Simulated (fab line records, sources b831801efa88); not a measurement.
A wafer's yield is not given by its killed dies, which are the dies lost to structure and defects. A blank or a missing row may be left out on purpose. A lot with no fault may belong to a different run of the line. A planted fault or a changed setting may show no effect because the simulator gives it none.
fab line records ; flow sfq_line
record lots=6; wafers=17; last_day=86
route steps=325 shown JJ@197 M5@198 A5B@209 R5@212 I5@228 M8@325
lots untouched by any fault: they come from a run of this same line in which no faults occurred
start_h: hours from the record's first day to the start of the lot's first wafer shown ; wait_h: hours from the lot's prior step to this one ; " identical to the entry in the row above ; L1.1+2: a single row standing in for several wafers ; - no value present, or no start provided ; * or withheld: withheld ; < > ~ a bound
route shown NAME@n: names a module that has steps shown in the file, with the first one's number in the route ; usual: the fault-free wafers' mean and standard deviation ; same: alike in all rows ; chamber/n: place in a boat ; sites: the reading at each site ; _std_site: their standard deviation ; _edge_site: outer sites' mean less inner sites' ; radius_mm: for every site, how far away it sits from the centre of the wafer ; mask NAME#n: copy n ; behind: the most recent tool/chamber to have shaped the wafer ; hold: what put the lot on hold/how long, in hours/how the hold closed ; device: transistor that didn't switch, given as n, p or np ; end of line: at the end of the route, the tests of the same wafers ; a step without rows: its recipe alone ; killed: at the first sort, the dies lost to defects and structure; wafer yield is something else ; map: the dies of a wafer, with x for killed, . for not killed, _ for no die there
set.NAME: the setting as run; set.NAME@STEP: as run at that earlier step ; model.NAME: the simulator's own value behind a step, which no gauge read
a table for each step, a row for each wafer; lots at some steps of the route
services: from which hour (start_h, from the record's first day; less than 0 if before it) a tool's chamber was out of use, for how many hours, and why
## steps
# step SFQ_TRILAYER_JJ_CE_STRIP_SOLV_CLEAN_121
# recipe chemistry=NMP; temp_c=70; time_s=600
# step SFQ_TRILAYER_M5_LITHO_COAT_128
# recipe resist=BARC; spin_rpm=3000; resist_thk_nm=62
# step SFQ_TRILAYER_M5_LITHO_COAT_123
# recipe resist=KrF; spin_rpm=3000; resist_thk_nm=600
# step SFQ_TRILAYER_M5_LITHO_SOFTBAKE_127
# recipe temp_c=withheld; time_s=withheld; resist=KrF
# step SFQ_TRILAYER_M5_LITHO_EXPOSE_124
# recipe mask_id=M5; na=0.6; source_shape=conventional; sigma_outer=0.65; target_cd_nm=700; dose_mj=14.4
# step SFQ_TRILAYER_M5_LITHO_PEB_126
# recipe peb_temp_c=115; peb_time_s=60; resist=KrF
# step SFQ_TRILAYER_M5_LITHO_DEVELOP_125
# recipe time_s=60; resist=KrF
# step SFQ_M5_OVL_MEAS_932
# usual M5_OVL=-1/6.1
lot.wafer;tool;chamber;start_h;wait_h;M5_OVL[nm]
L645.2;overlay-01;-;1261.97;0.1;3
L645.5;overlay-01;-;1261.97;0.1;0
L645.6;overlay-01;-;1261.97;0.1;4
L650.1;overlay-01;-;1311.82;0.1;9
L650.2;overlay-01;-;1311.82;0.1;19
L650.5;overlay-01;-;1311.82;0.1;14
L651.4;overlay-01;-;1316.64;0.1;-2
L651.6;overlay-01;-;1316.64;0.1;-6
L652.1;overlay-02;-;1360.86;0.1;-3
L652.4;overlay-02;-;1360.86;0.1;-6
L652.5;overlay-02;-;1360.86;0.1;-5
L655.1;overlay-02;-;1376.46;0.1;-4
L655.2;overlay-02;-;1376.46;0.1;-5
L655.5;overlay-02;-;1376.46;0.1;-7
L658.1;overlay-01;-;1525.62;0.1;-11
L658.3;overlay-01;-;1525.62;0.1;-8
L658.5;overlay-01;-;1525.62;0.1;-7
# step SFQ_TRILAYER_M5_BARC_OPEN_METAL_ETCH_161
# recipe mask_material=PR; chemistry=O2; target_depth_nm=125; target=BARC; icp_w=600; bias_w=80; pressure_mtorr=10; time_s=41.7
# step SFQ_TRILAYER_M5_ETCH_METAL_ETCH_126
# recipe target=Nb; stop_on=SiO2; mask_material=PR; over_etch_frac=0.15; time_s=203.2; chemistry=Cl2/BCl3; target_depth_nm=265; icp_w=600; bias_w=80; pressure_mtorr=10
# usual drypump_motor_current_A=5.6/0.4; oes_product_au=0.726/0.0053
lot.wafer;tool;chamber;start_h;wait_h;drypump_motor_current_A;oes_product_au;rf_hours_counter_h
L645.2;rie_metal-04;1;1262.06;0.0;5.6;0.725;121
L645.5;rie_metal-04;0;1262.06;0.0;5.6;0.729;-
L645.6;rie_metal-04;1;1262.06;0.0;5.7;0.726;-
L650.1;rie_metal-03;1;1311.92;0.0;4.8;0.726;68
L650.2;rie_metal-03;0;1311.92;0.0;6.1;0.723;130
L650.5;rie_metal-03;0;1311.92;0.0;6.1;0.726;-
L651.4;rie_metal-02;0;1316.97;0.2;5.6;0.723;-
L651.6;rie_metal-02;0;1316.97;0.2;5.6;0.729;-
L652.1;rie_metal-04;0;1360.96;0.0;5.6;0.724;24
L652.4;rie_metal-04;0;1360.96;0.0;5.6;0.722;-
L652.5;rie_metal-04;1;1360.96;0.0;5.7;0.731;-
L655.1;rie_metal-02;0;1376.56;0.0;5.6;0.730;27
L655.2;rie_metal-02;1;1376.56;0.0;5.8;0.734;73
L655.5;rie_metal-02;0;1376.56;0.0;5.6;0.726;-
L658.1;rie_metal-03;1;1525.72;0.0;4.8;0.719;100
L658.3;rie_metal-03;0;1525.72;0.0;6.2;0.728;-
L658.5;rie_metal-03;1;1525.72;0.0;4.8;0.737;-
# step SFQ_TRILAYER_M5_STRIP_STRIP_127
# recipe gas=O2; power_w=200; platen_temp_c=40; overash_fraction=0.65; chemistry=O2; pressure_mtorr=50
# step SFQ_TRILAYER_M5_STRIP_SOLV_CLEAN_128
# recipe chemistry=NMP; temp_c=70; time_s=600
# step SFQ_TRILAYER_A5B_DEP_PECVD_129
# recipe material=SiO2; temp_c=150; time_s=133.33; pressure_torr=2.4; rf_w=183.3; precursor=SiH4/N2O; target_thk_nm=600
# usual chamber_pressure_Torr=2.399/0.0052; heater_power_outer_w=33/9.1; heater_power_w=86/16; throttle_valve_pct=24.9/1.4
lot.wafer;tool;chamber;start_h;wait_h;chamber_pressure_Torr;heater_power_outer_w;heater_power_w;throttle_valve_pct
L645.2;pecvd-03;1;1263.03;0.0;2.398;24;67;28.0
L645.5;pecvd-03;0;1263.03;0.0;2.391;22;63;25.0
L645.6;pecvd-03;1;1263.03;0.0;2.399;24;71;28.0
L650.1;pecvd-02;2;1312.89;0.0;-;-;-;-
L650.2;pecvd-02;1;1312.89;0.0;-;-;-;-
L650.5;pecvd-02;1;1312.89;0.0;-;-;-;-
L651.4;pecvd-01;1;1318.59;0.0;-;-;-;-
L651.6;pecvd-01;0;1318.59;0.0;-;-;-;-
L652.1;pecvd-01;0;1362.10;0.0;2.401;36;79;24.1
L652.4;pecvd-01;2;1362.10;0.0;2.404;36;93;24.3
L652.5;pecvd-01;0;1362.10;0.0;2.397;37;79;24.3
L655.1;pecvd-02;1;1377.53;0.0;2.402;32;89;23.7
L655.2;pecvd-02;2;1377.53;0.0;2.394;22;72;23.8
L655.5;pecvd-02;2;1377.53;0.0;2.399;28;76;23.9
L658.1;pecvd-03;0;1526.69;0.0;2.402;26;70;25.0
L658.3;pecvd-03;2;1526.69;0.0;2.396;48;112;24.1
L658.5;pecvd-03;0;1526.69;0.0;2.396;26;72;24.9
# step SFQ_TRILAYER_A5B_CMP_CMP_130
# recipe stop_on=Nb; down_force_psi=3; platen_rpm=60; target_thk_nm=340.7
# usual motor_current_A=10.0/0.96
lot.wafer;tool;chamber;start_h;wait_h;motor_current_A
L645.2;cmp-01;3;1267.01;3.9;9.8
L645.6;cmp-01;1;1268.01;4.9;8.6
L645.5;cmp-01;2;1268.01;4.9;9.7
L650.1;cmp-02;0;1314.00;1.1;9.2
L650.2;cmp-02;1;1314.00;1.1;10.7
L650.5;cmp-02;3;1315.50;2.5;11.3
L651.4;cmp-01;0;1319.13;0.5;10.2
L651.6;cmp-01;3;1320.63;2.0;9.9
L652.1;cmp-01;3;1363.18;1.0;9.8
L652.4;cmp-01;0;1363.18;1.0;9.8
L652.5;cmp-01;3;1365.18;3.0;9.4
L655.1;cmp-01;2;1377.84;0.3;9.9
L655.2;cmp-01;1;1379.34;1.8;8.2
L655.5;cmp-01;2;1379.34;1.8;9.0
L658.1;cmp-01;3;1526.78;0.0;9.6
L658.3;cmp-01;2;1528.28;1.5;9.3
L658.5;cmp-01;0;1529.28;2.5;9.4
# step SFQ_TRILAYER_A5B_METRO_MEASURE_131
lot.wafer;tool;chamber;start_h;wait_h
L645.2+5+6;film_metro-02;-;1269.21;1.7
L650.1+2+5;film_metro-01;-;1316.50;2.0
L651.4+6;film_metro-04;-;1322.23;2.6
L652.1+4+5;film_metro-01;-;1365.68;2.0
L655.1+2+5;film_metro-01;-;1380.84;2.5
L658.1+3+5;film_metro-02;-;1529.78;2.5
# step SFQ_TRILAYER_R5_DEP_SPUTTER_132
# recipe material=Ti; base_pressure_pa=1.33e-06; target_thk_nm=5; power_w=2000; time_s=5; chamber_pressure_pa=0.4
# step SFQ_TRILAYER_R5_DEP_SPUTTER_133
# recipe material=MoNx; base_pressure_pa=1.33e-06; target_thk_nm=40; power_w=1000; time_s=66.7; chamber_pressure_pa=0.4
# usual throttle_valve_pct=30.2/0.8
lot.wafer;tool;chamber;start_h;wait_h;throttle_valve_pct
L645.2;pvd_sputter-06;-;1270.23;0.0;29.8
L645.5;pvd_sputter-06;-;1270.23;0.0;29.9
L645.6;pvd_sputter-06;-;1270.23;0.0;31.3
L650.1;pvd_sputter-06;-;1317.72;0.0;31.5
L650.2;pvd_sputter-06;-;1317.72;0.0;30.2
L650.5;pvd_sputter-06;-;1317.72;0.0;31.7
L651.4;pvd_sputter-06;-;1322.85;0.0;27.9
L651.6;pvd_sputter-06;-;1322.85;0.0;31.0
L652.1;pvd_sputter-03;-;1366.89;0.0;31.0
L652.4;pvd_sputter-03;-;1366.89;0.0;30.3
L652.5;pvd_sputter-03;-;1366.89;0.0;30.8
L655.1;pvd_sputter-06;-;1382.06;0.0;31.3
L655.2;pvd_sputter-06;-;1382.06;0.0;29.8
L655.5;pvd_sputter-06;-;1382.06;0.0;29.9
L658.1;pvd_sputter-03;-;1531.00;0.0;30.4
L658.3;pvd_sputter-03;-;1531.00;0.0;30.7
L658.5;pvd_sputter-03;-;1531.00;0.0;30.1
# step SFQ_TRILAYER_R5_DEP_SPUTTER_134
# recipe material=Ti; base_pressure_pa=1.33e-06; target_thk_nm=5; power_w=2000; time_s=5; chamber_pressure_pa=0.4
# step SFQ_R5_RS_MEAS_933
# recipe thk_meas_gauge=four-point-probe; reads=Ti_of_TRILAYER_R5_DEP_SPUTTER_134+MoNx_of_TRILAYER_R5_DEP_SPUTTER_133+Ti_of_TRILAYER_R5_DEP_SPUTTER_132
# usual R5_MONX_RS=7.05/0.087
lot.wafer;tool;chamber;start_h;wait_h;R5_MONX_RS[ohm/sq]
L645.2;film_metro-03;-;1270.33;0.0;6.94
L645.5;film_metro-03;-;1270.33;0.0;6.92
L645.6;film_metro-03;-;1270.33;0.0;6.88
L650.1;film_metro-02;-;1317.79;0.0;6.89
L650.2;film_metro-02;-;1317.79;0.0;6.98
L650.5;film_metro-02;-;1317.79;0.0;6.90
L651.4;film_metro-02;-;1322.99;0.1;7.07
L651.6;film_metro-02;-;1322.99;0.1;7.06
L652.1;film_metro-03;-;1366.97;0.0;7.16
L652.4;film_metro-03;-;1366.97;0.0;7.06
L652.5;film_metro-03;-;1366.97;0.0;7.10
L655.1;film_metro-02;-;1382.13;0.0;6.95
L655.2;film_metro-02;-;1382.13;0.0;7.09
L655.5;film_metro-02;-;1382.13;0.0;7.01
L658.1;film_metro-03;-;1531.07;0.0;7.00
L658.3;film_metro-03;-;1531.07;0.0;7.02
L658.5;film_metro-03;-;1531.07;0.0;7.08
# step SFQ_R5_THK_MEAS_934
# recipe thk_meas_gauge=xrf; reads=MoNx_of_TRILAYER_R5_DEP_SPUTTER_133
# usual R5_MONX_THK=40.7/0.53
lot.wafer;tool;chamber;start_h;wait_h;R5_MONX_THK[nm]
L645.2;film_metro-03;-;1270.44;0.1;41.4
L645.5;film_metro-03;-;1270.44;0.1;41.7
L645.6;film_metro-03;-;1270.44;0.1;41.6
L650.1;film_metro-02;-;1317.91;0.1;41.6
L650.2;film_metro-02;-;1317.91;0.1;41.1
L650.5;film_metro-02;-;1317.91;0.1;41.5
L651.4;film_metro-02;-;1323.08;0.1;40.9
L651.6;film_metro-02;-;1323.08;0.1;40.7
L652.1;film_metro-03;-;1367.09;0.1;40.3
L652.4;film_metro-03;-;1367.09;0.1;40.9
L652.5;film_metro-03;-;1367.09;0.1;40.8
L655.1;film_metro-02;-;1382.25;0.1;41.1
L655.2;film_metro-02;-;1382.25;0.1;40.3
L655.5;film_metro-02;-;1382.25;0.1;40.7
L658.1;film_metro-03;-;1531.19;0.1;41.4
L658.3;film_metro-03;-;1531.19;0.1;41.3
L658.5;film_metro-03;-;1531.19;0.1;40.5
# step SFQ_TRILAYER_R5_LITHO_COAT_141
# recipe resist=BARC; spin_rpm=3000; resist_thk_nm=62
# step SFQ_TRILAYER_R5_LITHO_COAT_136
# recipe resist=KrF; spin_rpm=3000; resist_thk_nm=600
# step SFQ_TRILAYER_R5_LITHO_SOFTBAKE_140
# recipe temp_c=withheld; time_s=withheld; resist=KrF
# step SFQ_TRILAYER_R5_LITHO_EXPOSE_137
# recipe mask_id=R5; na=0.6; source_shape=conventional; sigma_outer=0.65; target_cd_nm=500; dose_mj=14.4
# step SFQ_TRILAYER_R5_LITHO_PEB_139
# recipe peb_temp_c=115; peb_time_s=60; resist=KrF
# step SFQ_TRILAYER_R5_LITHO_DEVELOP_138
# recipe time_s=60; resist=KrF
# step SFQ_R5_OVL_MEAS_935
# usual R5_OVL=3/4.8
lot.wafer;tool;chamber;start_h;wait_h;R5_OVL[nm]
L645.2;overlay-02;-;1418.79;0.1;-4
L645.5;overlay-02;-;1418.79;0.1;0
L645.6;overlay-02;-;1418.79;0.1;2
L650.1;overlay-02;-;1464.50;0.1;3
L650.2;overlay-02;-;1464.50;0.1;0
L650.5;overlay-02;-;1464.50;0.1;7
L651.4;overlay-01;-;1469.32;0.1;9
L651.6;overlay-01;-;1469.32;0.1;10
L652.1;overlay-01;-;1507.50;0.1;4
L652.4;overlay-01;-;1507.50;0.1;3
L652.5;overlay-01;-;1507.50;0.1;5
L655.1;overlay-02;-;1520.95;0.1;2
L655.2;overlay-02;-;1520.95;0.1;1
L655.5;overlay-02;-;1520.95;0.1;7
L658.1;overlay-01;-;1533.50;0.1;-3
L658.3;overlay-01;-;1533.50;0.1;-4
L658.5;overlay-01;-;1533.50;0.1;1
# step SFQ_TRILAYER_R5_BARC_OPEN_METAL_ETCH_177
# recipe mask_material=PR; chemistry=O2; target_depth_nm=125; target=BARC; icp_w=600; bias_w=80; pressure_mtorr=10; time_s=41.7
# step SFQ_TRILAYER_R5_ETCH_METAL_ETCH_139
# recipe stop_on=SiO2; mask_material=PR; chemistry=Cl2; target_depth_nm=60; icp_w=600; bias_w=80; pressure_mtorr=10; time_s=40
# step SFQ_TRILAYER_R5_STRIP_STRIP_140
# recipe gas=O2; power_w=200; platen_temp_c=40; overash_fraction=0.65; chemistry=O2; pressure_mtorr=50
# step SFQ_TRILAYER_R5_STRIP_SOLV_CLEAN_141
# recipe chemistry=NMP; temp_c=70; time_s=600
# step SFQ_TRILAYER_A5C_DEP_PECVD_142
# recipe material=SiO2; temp_c=150; time_s=15.556; pressure_torr=2.4; rf_w=183.3; precursor=SiH4/N2O; target_thk_nm=70
# step SFQ_TRILAYER_I5_LITHO_COAT_149
# recipe resist=BARC; spin_rpm=3000; resist_thk_nm=62
# step SFQ_TRILAYER_I5_LITHO_COAT_144
# recipe resist=KrF; spin_rpm=3000; resist_thk_nm=650
# step SFQ_TRILAYER_I5_LITHO_SOFTBAKE_148
# recipe temp_c=withheld; time_s=withheld; resist=KrF
# step SFQ_TRILAYER_I5_LITHO_EXPOSE_145
# recipe mask_id=I5; na=0.6; source_shape=conventional; sigma_outer=0.65; target_cd_nm=700; dose_mj=21.3
# step SFQ_TRILAYER_I5_LITHO_PEB_147
# recipe peb_temp_c=115; peb_time_s=60; resist=KrF
# step SFQ_TRILAYER_I5_LITHO_DEVELOP_146
# recipe time_s=60; resist=KrF
# step SFQ_I5_OVL_MEAS_936
# usual I5_OVL=1/5.5
lot.wafer;tool;chamber;start_h;wait_h;I5_OVL[nm]
L645.2;overlay-02;-;1550.95;0.1;4
L645.5;overlay-02;-;1550.95;0.1;-3
L645.6;overlay-02;-;1550.95;0.1;2
L650.1;overlay-02;-;1590.55;0.1;-6
L650.2;overlay-02;-;1590.55;0.1;-6
L650.5;overlay-02;-;1590.55;0.1;-10
L651.4;overlay-01;-;1595.36;0.1;0
L651.6;overlay-01;-;1595.36;0.1;3
L652.1;overlay-01;-;1630.99;0.1;5
L652.4;overlay-01;-;1630.99;0.1;1
L652.5;overlay-01;-;1630.99;0.1;4
L655.1;overlay-02;-;1641.79;0.1;7
L655.2;overlay-02;-;1641.79;0.1;0
L655.5;overlay-02;-;1641.79;0.1;5
L658.1;overlay-01;-;1655.05;0.1;10
L658.3;overlay-01;-;1655.05;0.1;10
L658.5;overlay-01;-;1655.05;0.1;3
# step SFQ_TRILAYER_I5_BARC_OPEN_VIA_ETCH_200
# recipe mask_material=PR; chemistry=O2; target_depth_nm=125; target=BARC; source_w=500; bias_w=80; pressure_mtorr=30; time_s=41.7
# usual drypump_motor_current_A=5.6/0.49; oes_product_au=0.685/0.0041
lot.wafer;tool;chamber;start_h;wait_h;drypump_motor_current_A;oes_product_au;rf_hours_counter_h
L645.2;rie_diel-01;1;1550.98;0.0;5.0;0.691;1
L645.5;rie_diel-01;2;1550.98;0.0;5.8;0.691;-
L645.6;rie_diel-01;3;1550.98;0.0;6.0;0.687;-
L650.1;rie_diel-01;0;1590.58;0.0;5.4;0.686;10
L650.2;rie_diel-01;2;1590.58;0.0;5.8;0.684;1
L650.5;rie_diel-01;2;1590.58;0.0;5.9;0.690;-
L651.4;rie_diel-02;2;1595.40;0.0;6.3;0.683;-
L651.6;rie_diel-02;3;1595.40;0.0;5.7;0.690;-
L652.1;rie_diel-01;0;1631.03;0.0;5.5;0.682;10
L652.4;rie_diel-01;3;1631.03;0.0;6.1;0.694;14
L652.5;rie_diel-01;2;1631.03;0.0;5.8;0.682;-
L655.1;rie_diel-01;3;1641.83;0.0;6.0;0.687;14
L655.2;rie_diel-01;1;1641.83;0.0;5.0;0.694;3
L655.5;rie_diel-01;2;1641.83;0.0;5.8;0.691;-
L658.1;rie_diel-01;2;1655.09;0.0;5.8;0.683;2
L658.3;rie_diel-01;0;1655.09;0.0;5.5;0.683;11
L658.5;rie_diel-01;3;1655.09;0.0;6.1;0.687;-
# step SFQ_TRILAYER_I5_ETCH_VIA_ETCH_147
# recipe stop_on=Nb; mask_material=PR; chemistry=CHF3; target_depth_nm=360; source_w=500; bias_w=80; pressure_mtorr=30; time_s=withheld
# usual drypump_motor_current_A=5.6/0.49; oes_product_au=0.989/0.0065
lot.wafer;tool;chamber;start_h;wait_h;drypump_motor_current_A;oes_product_au
L645.2;rie_diel-01;1;1551.02;0.0;5.0;0.985
L645.5;rie_diel-01;2;1551.02;0.0;5.9;0.988
L645.6;rie_diel-01;3;1551.02;0.0;6.0;0.996
L650.1;rie_diel-01;0;1590.62;0.0;5.4;0.982
L650.2;rie_diel-01;2;1590.62;0.0;5.8;0.984
L650.5;rie_diel-01;2;1590.62;0.0;5.8;0.981
L651.4;rie_diel-02;2;1595.50;0.1;6.3;1.002
L651.6;rie_diel-02;3;1595.50;0.1;5.7;0.995
L652.1;rie_diel-01;0;1631.07;0.0;5.5;0.983
L652.4;rie_diel-01;3;1631.07;0.0;6.0;0.984
L652.5;rie_diel-01;2;1631.07;0.0;5.9;0.994
L655.1;rie_diel-01;3;1641.87;0.0;6.1;0.990
L655.2;rie_diel-01;1;1641.87;0.0;5.0;0.992
L655.5;rie_diel-01;2;1641.87;0.0;5.9;0.988
L658.1;rie_diel-01;2;1655.13;0.0;5.8;0.989
L658.3;rie_diel-01;0;1655.13;0.0;5.4;0.990
L658.5;rie_diel-01;3;1655.13;0.0;6.1;0.990
# step SFQ_TRILAYER_I5_STRIP_STRIP_148
# recipe gas=O2; power_w=200; platen_temp_c=40; overash_fraction=0.65; chemistry=O2; pressure_mtorr=50
# step SFQ_M8_BOW_MEAS_951
# recipe mode=bow
# usual M8_BOW=9/8.9
lot.wafer;tool;chamber;start_h;wait_h;M8_BOW[um];model.etest.i5.link_ohm
L645.2;film_metro-04;-;2025.86;0.0;-8;2.266
L645.5;film_metro-04;-;2025.86;0.0;-5;2.284
L645.6;film_metro-04;-;2025.86;0.0;12;2.268
L650.1;film_metro-04;-;2041.44;0.0;5;2.149
L650.2;film_metro-04;-;2041.44;0.0;8;2.153
L650.5;film_metro-04;-;2041.44;0.0;0;2.14
L651.4;film_metro-02;-;2043.90;0.1;4;2.122
L651.6;film_metro-02;-;2043.90;0.1;15;2.119
L652.1;film_metro-04;-;2050.08;0.0;15;2.275
L652.4;film_metro-04;-;2050.08;0.0;14;2.292
L652.5;film_metro-04;-;2050.08;0.0;6;2.292
L655.1;film_metro-04;-;2059.64;0.0;21;2.276
L655.2;film_metro-04;-;2059.64;0.0;27;2.272
L655.5;film_metro-04;-;2059.64;0.0;27;2.284
L658.1;film_metro-03;-;2070.24;0.0;-4;2.294
L658.3;film_metro-03;-;2070.24;0.0;12;2.303
L658.5;film_metro-03;-;2070.24;0.0;-2;2.286
## services
tool;chamber;start_h;hours;kind
pvd_sputter-06;-;1251.64;5.3;repair
cmp-01;-;1259.01;4.0;pm
rie_diel-01;1;1261.11;3.0;repair
cmp-01;-;1281.24;4.4;pm
film_metro-01;-;1296.44;0.7;pm
cmp-01;-;1337.05;3.0;repair
cmp-01;-;1341.64;0.9;repair
cmp-01;-;1342.68;2.5;repair
pvd_sputter-06;-;1355.74;1.5;repair
pvd_sputter-06;-;1360.60;2.0;repair
pvd_sputter-06;-;1365.87;1.2;repair
film_metro-01;-;1406.38;0.7;pm
film_metro-01;-;1422.59;0.7;pm
rie_diel-01;0;1427.78;2.2;repair
rie_diel-01;1;1439.61;7.6;repair
cmp-01;-;1477.18;21.4;repair
cmp-01;-;1514.87;5.8;repair
rie_diel-01;0;1521.11;8.1;repair
film_metro-01;-;1541.44;1.3;pm
rie_diel-01;-;1568.97;0.6;repair
cmp-01;-;1601.22;4.0;pm
cmp-01;-;1616.69;1.9;repair
cmp-01;-;1648.58;5.2;pm
pvd_sputter-06;-;1654.92;5.5;repair
## key
first_sign step=SFQ_TRILAYER_A5B_DEP_PECVD_129; reading=tool_record; direction=missing
effect none on later readings
model_effect step=SFQ_M8_BOW_MEAS_951; value=etest.i5.link_ohm; without=2.3; struck=2.136
met_at SFQ_TRILAYER_A5B_DEP_PECVD_129
struck_wafers L650.1,L650.2,L650.5,L651.4,L651.6
fault kind=skipped_step_whole; tool=pecvd-01,pecvd-02; chamber=-; onset_h=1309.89; steps=SFQ_TRILAYER_A5B_DEP_PECVD_129; scope=struck_lots_only
